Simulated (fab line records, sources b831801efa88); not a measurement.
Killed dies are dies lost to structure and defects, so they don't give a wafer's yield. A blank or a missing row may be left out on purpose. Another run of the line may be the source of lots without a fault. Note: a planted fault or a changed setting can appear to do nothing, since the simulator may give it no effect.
Which tool was responsible? ; flow gf180mcu ; Sampling: 13 lots, 39 wafers, 6 of 602 route steps

## WHAT THE GAUGES READ, wafer by wafer
GF_STI_CD_MEAS_12: the cd target is 220 nm. Usual: cdNm at 220.5 nm, with a standard deviation of 1.2.
lot;measured;on;cdNm (nm);flag
L203;day 2 07:10;cdSem-01;219.8 219.5 219.2;
L204;day 2 12:13;cdSem-01;221.9 222.2 221.1;
L205;day 2 17:40;cdSem-02;221.0 221.8 220.8;
L206;day 2 22:08;cdSem-02;222.0 222.0 220.5;
L208;day 3 11:11;cdSem-02;222.3 221.7 220.9;
L209;day 3 15:55;cdSem-01;221.1 220.8 220.3;
L211;day 3 23:43;cdSem-02;220.1 219.4 218.6;
L212;day 4 04:44;cdSem-02;220.3 219.9 222.0;
L215;day 4 20:44;cdSem-01;220.6 221.4 221.3;
L216;day 5 03:32;cdSem-02;221.5 222.0 222.6;
L218;day 5 13:55;cdSem-01;220.2 220.0 219.6;
L219;day 5 18:18;cdSem-01;220.4 221.0 219.6;
L222;day 6 09:10;cdSem-01;217.9 218.6 218.2;

GF_STI_THK_MEAS_22. Usual: STI_OXIDATION_01_THK 15.01 nm, standard deviation 0.23.
lot;measured;on;STI_OXIDATION_01_THK (nm);flag
L203;day 2 09:01;filmMetro-01;15.38 15.21 15.17;
L204;day 2 14:53;filmMetro-04;15.24 15.09 15.35;
L205;day 2 21:36;filmMetro-01;15.07 14.99 14.97;
L206;day 3 01:41;filmMetro-03;14.92 14.88 14.86;
L208;day 3 13:04;filmMetro-04;15.09 15.05 15.06;
L209;day 3 17:48;filmMetro-03;14.79 14.88 14.63;
L211;day 4 01:34;filmMetro-03;15.34 14.92 15.09;
L212;day 4 06:38;filmMetro-04;15.27 15.47 15.08;
L215;day 4 23:04;filmMetro-03;14.99 14.83 15.09;
L216;day 5 05:47;filmMetro-04;15.13 15.27 15.26;
L218;day 5 15:48;filmMetro-03;14.67 14.96 14.64;
L219;day 5 20:10;filmMetro-03;14.72 14.98 14.70;
L222;day 6 11:00;filmMetro-03;14.75 15.01 14.95;

GF_MVSD_TW_MEAS_11. Usual: MVSD_TW 1579, standard deviation 12.
lot;measured;on;MVSD_TW;flag
L203;day 4 17:26;filmMetro-04;1577 1580 1579;
L204;day 5 01:54;filmMetro-02;1575 1584 1578;
L205;day 5 09:06;filmMetro-02;1576 1584 1579;
L206;day 5 12:17;filmMetro-04;1588 1579 1586;
L208;day 6 01:52;filmMetro-02;1566 1574 1570;
L209;day 6 04:46;filmMetro-04;1580 1570 1586;
L211;day 6 15:12;filmMetro-01;1581 1580 1582;
L212;day 6 21:40;filmMetro-02;1570 1574 1572;
L215;day 7 17:16;filmMetro-04;1603 1600 1598;
L216;day 7 23:12;filmMetro-01;1561 1559 1560;
L218;day 8 10:35;filmMetro-01;1564 1565 1566;
L219;day 8 14:07;filmMetro-01;1559 1557 1562;
L222;day 9 10:10;filmMetro-02;1514 1524 1524;OFF

GF_MVPSD_OVL_MEAS_07. Usual: MVPSD_OVL -1.4 nm, standard deviation 1.3.
lot;measured;on;MVPSD_OVL (nm);flag
L203;day 5 07:00;overlay-01;-3.4 -3.8 -3.0;
L204;day 5 16:43;overlay-02;-1.4 -0.9 -1.8;
L205;day 5 23:59;overlay-02;-2.7 -0.8 -3.3;
L206;day 6 02:19;overlay-02;-0.9 -1.3 -3.2;
L208;day 6 17:49;overlay-01;-0.9 -0.6 -1.9;
L209;day 6 20:14;overlay-01;0.5 1.3 0.4;
L211;day 7 06:27;overlay-02;1.2 0.9 1.4;
L212;day 7 13:47;overlay-02;-2.9 -2.9 -2.6;
L215;day 8 09:48;overlay-02;-0.9 -1.0 -0.3;
L216;day 8 15:47;overlay-01;0.0 -2.0 -1.2;
L218;day 9 03:29;overlay-01;-1.5 -1.4 -1.1;
L219;day 9 07:45;overlay-02;-1.9 1.0 -2.5;
L222;day 10 03:39;overlay-01;-3.2 -0.8 -0.9;

## TOOL THAT RAN EACH LOT (tool first, then ch and the chambers of the sampled wafers, then the start)
lot;GF_LVPWELL_STRIP_10;GF_MVSD_STRIP_10
L203;plasmaAsher-02 ch 0,1, day 4 03:37;plasmaAsher-01 ch 0,1, day 4 17:19
L204;plasmaAsher-02 ch 0,1, day 4 12:28;plasmaAsher-01 ch 0,1, day 5 01:48
L205;plasmaAsher-02 ch 0,1, day 4 18:51;plasmaAsher-03 ch 0,1, day 5 09:00
L206;plasmaAsher-02 ch 0,1, day 4 21:41;plasmaAsher-01 ch 0,1, day 5 12:10
L208;plasmaAsher-01 ch 0,1, day 5 11:11;plasmaAsher-01 ch 0,1, day 6 01:46
L209;plasmaAsher-01 ch 0,1, day 5 13:34;plasmaAsher-01 ch 0,1, day 6 04:40
L211;plasmaAsher-04 ch 0,1, day 5 23:36;plasmaAsher-01 ch 0,1, day 6 15:06
L212;plasmaAsher-04 ch 0, day 6 05:55;plasmaAsher-03 ch 0,1, day 6 21:34
L215;plasmaAsher-01 ch 0,1, day 7 00:44;plasmaAsher-03 ch 0,1, day 7 17:11
L216;plasmaAsher-04 ch 0,1, day 7 07:02;plasmaAsher-02 ch 0,1, day 7 23:06
L218;plasmaAsher-04 ch 0,1, day 7 17:19;plasmaAsher-02 ch 0,1, day 8 10:30
L219;plasmaAsher-04 ch 1, day 7 21:28;plasmaAsher-02 ch 0,1, day 8 14:00
L222;plasmaAsher-04 ch 0,1, day 8 16:25;plasmaAsher-01 ch 0,1, day 9 10:04
- GF_LVPWELL_STRIP_10: strips in O2/N2.
- GF_MVSD_STRIP_10: strips in O2/N2.

## AS READ BY THE TOOLS THEMSELVES (means over the sampled wafers that have a number; for cases with no such wafer, the mark the record gives instead)
GF_LVPWELL_STRIP_10. Usual: drypumpMotorCurrentA 5.71 A, standard deviation 0.25; heaterPowerW 328 W, standard deviation 33; oesProductAu 0.723 a.u., standard deviation 0.0042; stripTimeToEndpointS 36.98 s, standard deviation 0.11.
lot;tool;drypumpMotorCurrentA (A);heaterPowerW (W);oesProductAu (a.u.);stripTimeToEndpointS (s);flag
L203;plasmaAsher-02;5.74;336;0.720;37.15;
L204;plasmaAsher-02;5.75;332;0.722;37.08;
L205;plasmaAsher-02;5.65;299;0.723;37.02;
L206;plasmaAsher-02;5.74;333;0.720;36.95;
L208;plasmaAsher-01;5.66;318;0.721;37.04;
L209;plasmaAsher-01;5.69;344;0.726;37.11;
L211;plasmaAsher-04;5.63;345;0.722;37.02;
L212;plasmaAsher-04;5.32;353;0.726;36.90;
L215;plasmaAsher-01;5.66;325;0.723;36.97;
L216;plasmaAsher-04;5.93;339;0.724;36.88;
L218;plasmaAsher-04;5.62;346;0.725;37.09;
L219;plasmaAsher-04;6.21;317;0.720;36.82;
L222;plasmaAsher-04;5.92;336;0.969;-;OFF

GF_MVSD_STRIP_10. Usual: drypumpMotorCurrentA 5.61 A, standard deviation 0.19; heaterPowerW 318 W, standard deviation 33; oesProductAu 0.722 a.u., standard deviation 0.0044; stripTimeToEndpointS 36.98 s, standard deviation 0.094.
lot;tool;drypumpMotorCurrentA (A);heaterPowerW (W);oesProductAu (a.u.);stripTimeToEndpointS (s);flag
L203;plasmaAsher-01;5.65;336;0.722;37.10;
L204;plasmaAsher-01;5.66;323;0.718;36.87;
L205;plasmaAsher-03;5.42;309;0.723;36.90;
L206;plasmaAsher-01;5.64;317;0.722;37.05;
L208;plasmaAsher-01;5.67;324;0.719;37.05;
L209;plasmaAsher-01;5.68;342;0.720;36.92;
L211;plasmaAsher-01;5.68;340;0.722;36.95;
L212;plasmaAsher-03;5.42;310;0.722;37.01;
L215;plasmaAsher-03;5.26;309;0.721;36.83;
L216;plasmaAsher-02;5.65;292;0.726;36.78;
L218;plasmaAsher-02;5.66;293;0.723;36.98;
L219;plasmaAsher-02;5.73;322;0.725;36.98;
L222;plasmaAsher-01;5.65;337;0.724;40.75;OFF

## THE ANSWER, worked out from the rows above alone
Rule: take the mean of a lot's wafers that have a number; if it is more than 3 standard deviations from the usual mean, the lot is off. A lot without any number at a reading at which 4 lots or more have one is off too. Where the step has rows for the other lots, those lots are counted as sound. First the gauges in route order, then the tools' own readings, where a lot's mean is used as printed above. The first step at which some lot is off is used, and at that step the reading that is off furthest; a lot without a number counts as furthest.
Off: L222, seen at GF_MVSD_TW_MEAS_11 (MVSD_TW).
If a tool, at a process step before that reading, ran all the lots that are off and no sound lot after the first of them, it fits. Not tried: the gauges at GF_MVSD_TW_MEAS_11; whatever is off there is also off at GF_LVPWELL_STRIP_10, on other tools, and gauge error can't account for it. This does not decide it: 2 tools fit, namely plasmaAsher-04 at GF_LVPWELL_STRIP_10 and plasmaAsher-01 at GF_MVSD_STRIP_10.

## WHAT THE SIMULATOR PUT IN
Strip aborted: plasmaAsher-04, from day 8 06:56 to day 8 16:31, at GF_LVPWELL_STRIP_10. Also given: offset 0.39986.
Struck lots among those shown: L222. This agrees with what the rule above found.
